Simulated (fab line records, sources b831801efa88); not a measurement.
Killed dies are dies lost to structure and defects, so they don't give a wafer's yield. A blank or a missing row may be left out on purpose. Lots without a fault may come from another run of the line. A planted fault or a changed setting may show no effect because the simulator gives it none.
A struck lot beside a sound one | flow sfq_line | 42 steps out of a route of 325
Sound: wafers L302.1, L302.2, L302.4. Struck: wafers L307.3, L307.4, L307.6. The cause comes at the end.
At each step with rows: each side's tool, then ch and its chambers, then its first start. Under that, the readings that differ: sound wafers | struck wafers | difference of the means | sigmas: that difference in standard deviations of wafers without a fault.
alike: readings whose means differ by less than 2 such deviations, and words and numbers that are the same on both sides. not compared: withheld readings, readings that some wafer has no value for, bounds like >300 that may hide the same value, and numbers for which the record gives no deviation and whose values overlap.
The two part at a step that has a row with sigmas, a row that says differs or no value, or rows on one side only. Numbers that don't overlap but have no deviation are shown without sigmas and don't part them. A reading that every wafer of one side lacks parts them only if that side has two wafers or more.

first, 7 steps without rows for these wafers: SFQ_TRILAYER_I4_VIA_STRIP_STRIP_107 (strips in O2); SFQ_TRILAYER_I4_VIA_STRIP_SOLV_CLEAN_108 (cleans in NMP, time 600 s); SFQ_TRILAYER_JJ_TRILAYER_DEP_PRE_CLEAN_113 (time 22.5 s); SFQ_TRILAYER_JJ_TRILAYER_DEP_SPUTTER_109 (material Nb, target thk 150 nm, time 100 s); SFQ_TRILAYER_JJ_TRILAYER_DEP_SPUTTER_110 (material Al, target thk 8 nm, time 10 s); SFQ_TRILAYER_JJ_TRILAYER_DEP_AL_OXIDATION_111 (oxidation time 600 s); SFQ_TRILAYER_JJ_TRILAYER_DEP_SPUTTER_112 (material Nb, target thk 170 nm, time 113.3 s).
SFQ_JJ_RS_MEAS_929: measures by four-point-probe.
  sound on film_metro-03, day 50 17:47; struck on film_metro-04, day 52 23:39
  alike: JJ_NB_RS
then, 3 steps without rows for these wafers: SFQ_TRILAYER_JJ_CE_LITHO_COAT_119 (resist thk 62 nm); SFQ_TRILAYER_JJ_CE_LITHO_COAT_114 (resist thk 600 nm); SFQ_TRILAYER_JJ_CE_LITHO_SOFTBAKE_118.
SFQ_TRILAYER_JJ_CE_LITHO_EXPOSE_115: exposes mask J5, target cd 700 nm.
  sound on krf_scanner-01 ch 0, day 50 22:19; struck on krf_scanner-02 ch 0, day 53 03:32
  reading              | sound                | struck               | difference | sigmas
  exposure_dose_mJ_cm2 | 14.412 14.386 14.428 | 14.660 14.683 14.649 | +0.255     | +18
  alike: mask
then, 2 steps without rows for these wafers: SFQ_TRILAYER_JJ_CE_LITHO_PEB_117 (peb time 60 s); SFQ_TRILAYER_JJ_CE_LITHO_DEVELOP_116 (time 60 s).
SFQ_JJ_OVL_MEAS_931:
  sound on overlay-01, day 50 23:49; struck on overlay-02, day 53 04:39
  alike: J5_OVL
then, 1 step without rows for these wafers: SFQ_TRILAYER_JJ_CE_METRO_MEASURE_117.
SFQ_TRILAYER_JJ_CE_BARC_OPEN_RIE_150: chemistry O2, target BARC, target depth 240 nm, time 80 s.
  sound on rie_metal-03 ch 0,1, day 51 01:03; struck on rie_metal-02 ch 0,1, day 53 05:55
  alike: drypump_motor_current_A, oes_product_au
  not compared: rf_hours_counter_h
SFQ_TRILAYER_JJ_CE_ETCH_RIE_118: chemistry SF6, target Nb, stops on Al2O3, time 97.7 s, target depth 170 nm.
  sound on rie_metal-03 ch 0,1, day 51 01:08; struck on rie_metal-02 ch 0,1, day 53 06:03
  alike: drypump_motor_current_A, oes_product_au
  not compared: rf_hours_counter_h
then, 9 steps without rows for these wafers: SFQ_TRILAYER_JJ_ANODIZE_ANODIZE_119; SFQ_TRILAYER_JJ_CE_STRIP_STRIP_120 (strips in O2); SFQ_TRILAYER_JJ_CE_STRIP_SOLV_CLEAN_121 (cleans in NMP, time 600 s); SFQ_TRILAYER_M5_LITHO_COAT_128 (resist thk 62 nm); SFQ_TRILAYER_M5_LITHO_COAT_123 (resist thk 600 nm); SFQ_TRILAYER_M5_LITHO_SOFTBAKE_127; SFQ_TRILAYER_M5_LITHO_EXPOSE_124 (exposes mask M5, target cd 700 nm); SFQ_TRILAYER_M5_LITHO_PEB_126 (peb time 60 s); SFQ_TRILAYER_M5_LITHO_DEVELOP_125 (time 60 s).
-- the record jumps here: 5 days lie between the struck wafers' starts before and after --
SFQ_M5_OVL_MEAS_932:
  sound on overlay-01, day 51 05:56; struck on overlay-02, day 58 17:11
  alike: M5_OVL
SFQ_TRILAYER_M5_BARC_OPEN_METAL_ETCH_161: etches BARC in O2, target depth 125 nm, time 41.7 s.
  sound on rie_metal-04 ch 0,1, day 51 05:59; struck on rie_metal-03 ch 0,1, day 58 17:13
  alike: drypump_motor_current_A, oes_product_au
  not compared: rf_hours_counter_h
then, 4 steps without rows for these wafers: SFQ_TRILAYER_M5_ETCH_METAL_ETCH_126 (etches Nb in Cl2/BCl3, stops on SiO2, time 203.2 s, target depth 265 nm); SFQ_TRILAYER_M5_STRIP_STRIP_127 (strips in O2); SFQ_TRILAYER_M5_STRIP_SOLV_CLEAN_128 (cleans in NMP, time 600 s); SFQ_TRILAYER_A5B_DEP_PECVD_129 (deposits SiO2 from SiH4/N2O, time 133.33 s, target thk 600 nm).
SFQ_TRILAYER_A5B_CMP_CMP_130: polishes, stops on Nb, target thk 340.7 nm.
  sound on cmp-02 ch 0,1,3, day 51 19:01; struck on cmp-01 ch 0,1,2, day 58 18:49
  alike: motor_current_A
then, 2 steps without rows for these wafers: SFQ_TRILAYER_A5B_METRO_MEASURE_131; SFQ_TRILAYER_R5_DEP_SPUTTER_132 (material Ti, target thk 5 nm, time 5 s).
SFQ_TRILAYER_R5_DEP_SPUTTER_133: material MoNx, target thk 40 nm, time 66.7 s.
  sound on pvd_sputter-05, day 51 23:14; struck on pvd_sputter-06, day 58 22:32
  alike: throttle_valve_pct
then, 1 step without rows for these wafers: SFQ_TRILAYER_R5_DEP_SPUTTER_134 (material Ti, target thk 5 nm, time 5 s).
SFQ_R5_RS_MEAS_933: measures by four-point-probe.
  sound on film_metro-02, day 51 23:18; struck on film_metro-02, day 58 22:39
  alike: R5_MONX_RS
SFQ_R5_THK_MEAS_934: measures by xrf.
  sound on film_metro-02, day 51 23:25; struck on film_metro-02, day 58 22:45
  alike: R5_MONX_THK
then, 1 step without rows for these wafers: SFQ_TRILAYER_R5_LITHO_COAT_141 (resist thk 62 nm).
-- the record jumps here: 23 days lie between the struck wafers' starts before and after --
SFQ_M8_BOW_MEAS_951:
  sound on film_metro-03, day 79 21:45; struck on film_metro-01, day 82 10:34
  reading     | sound      | struck  | difference | sigmas
  M8_BOW (um) | -4 -10 -15 | 8 26 10 | +24        | +3
  not compared: model.etest.jj.g_times

WHERE THEY PART
First at SFQ_TRILAYER_JJ_CE_LITHO_EXPOSE_115; last, within this record, at SFQ_M8_BOW_MEAS_951.

WHY: what the simulator had put in
Process parameter drift: krf_scanner-02, from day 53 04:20 on, at SFQ_TRILAYER_JJ_CE_LITHO_EXPOSE_115. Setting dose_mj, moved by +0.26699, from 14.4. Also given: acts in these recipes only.
